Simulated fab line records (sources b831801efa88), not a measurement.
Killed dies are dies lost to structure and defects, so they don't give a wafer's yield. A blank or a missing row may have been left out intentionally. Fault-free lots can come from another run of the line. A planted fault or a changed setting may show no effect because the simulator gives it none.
Problem report in the 8D (eight disciplines) form, filled by code	flow gf180mcu	the parts of the form that need people (team, actions taken, sign-off) are left out

== 1. THE ISSUE ==
Across 6 wafers from 2 lots, HV_LDD_RS at GF_HV_LDD_RS_MEAS_53 averages 424.8 ohm/sq, while fault-free wafers read 419.8 ohm/sq with a standard deviation of 0.9. Measured from the usual mean, that is +5.5 standard deviations.
The step: measures by four-point-probe.
First observed at day 16 18:30: wafer L224.1, on filmMetro-03. The record holds 42 wafers of 14 lots with a number at this step. Rule for "out" (also "out of limits"): further than 4 standard deviations from the usual mean. All remaining wafers that have a number are taken as sound.

== 2. WHAT IT IS, WHAT IT ISN'T ==
question	is	is not
which readings at this step	HV_LDD_RS	-
which lots	L224, L225	L211, L212, L213, L217, L220, L221, L222, L223, L228, L232, L233, L234
which wafers of those lots	all that have a number	-
read on which gauges	filmMetro-03, filmMetro-04	filmMetro-01
when	from day 16 18:30	up to then (24 sound wafers); but 12 sound wafers of L228, L232, L233, L234 came after

== 3. WHAT RULES OUT EACH SUSPECT ==
Counting: any tool at a process step up to the reading is kept as a suspect provided that every lot that is out went through it and no sound lot did after the first of them.
- ruled out: the gauge at GF_HV_LDD_RS_MEAS_53. Those wafers that are out were read across 2 gauges (filmMetro-03, filmMetro-04).
- implanter-03 at GF_HV_LDD_IMPLANT_33: kept. All lots that are out passed through it, beginning with L224 at day 15 18:51, and no sound lot followed; its final sound lot before that point was L222 at day 15 02:45. On those wafers its own readings are out: beamOnS, faradayCurrentUA.
Left after counting: implanter-03 at GF_HV_LDD_IMPLANT_33.

== 4. THE CAUSE (what the simulator had put in) ==
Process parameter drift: implanter-03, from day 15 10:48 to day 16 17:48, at GF_HV_LDD_IMPLANT_33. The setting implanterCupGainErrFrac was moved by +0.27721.
The count eliminated every tool but this one.

== 5. SEQUENCE OF EFFECTS, ordered by route ==
Each row: a reading whose mean over the struck wafers that have a number lies more than 3 standard deviations from the usual. Scope: only readings with a usual standard deviation given in the record; hours: median across lots of the time from each lot's start at the first step in this table that gives one to its start at this step; sigmas: change in usual standard deviations.
hours	step	reading	usual	on struck wafers	change	sigmas
0	GF_HV_LDD_IMPLANT_33	beamOnS	10.00 s	7.79	-2.21	-12
0	GF_HV_LDD_IMPLANT_33	faradayCurrentUA	42.3	54.1	+11.9	+15
24	GF_HV_LDD_RS_MEAS_53	HV_LDD_RS	419.8 ohm/sq	424.8	+4.9	+5.5
Here are the process steps it includes:
- GF_HV_LDD_IMPLANT_33

== 6. HOW IT WOULD HAVE BEEN CAUGHT EARLIER ==
In this record the first reading out of limits at a measuring or inspecting step was taken at day 16 18:30, 32 hours after the fault began at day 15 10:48.
At GF_HV_LDD_IMPLANT_33, the tool's own readings (beamOnS, faradayCurrentUA) were out on each struck wafer the step has a row for, so an alarm limit on them would have fired on the first such wafer.
The start of GF_HV_LDD_IMPLANT_33 on implanter-03 came by day 16 18:30 for every one of the lots that are out (2). Tool hold at that time: it would have spared none of them.
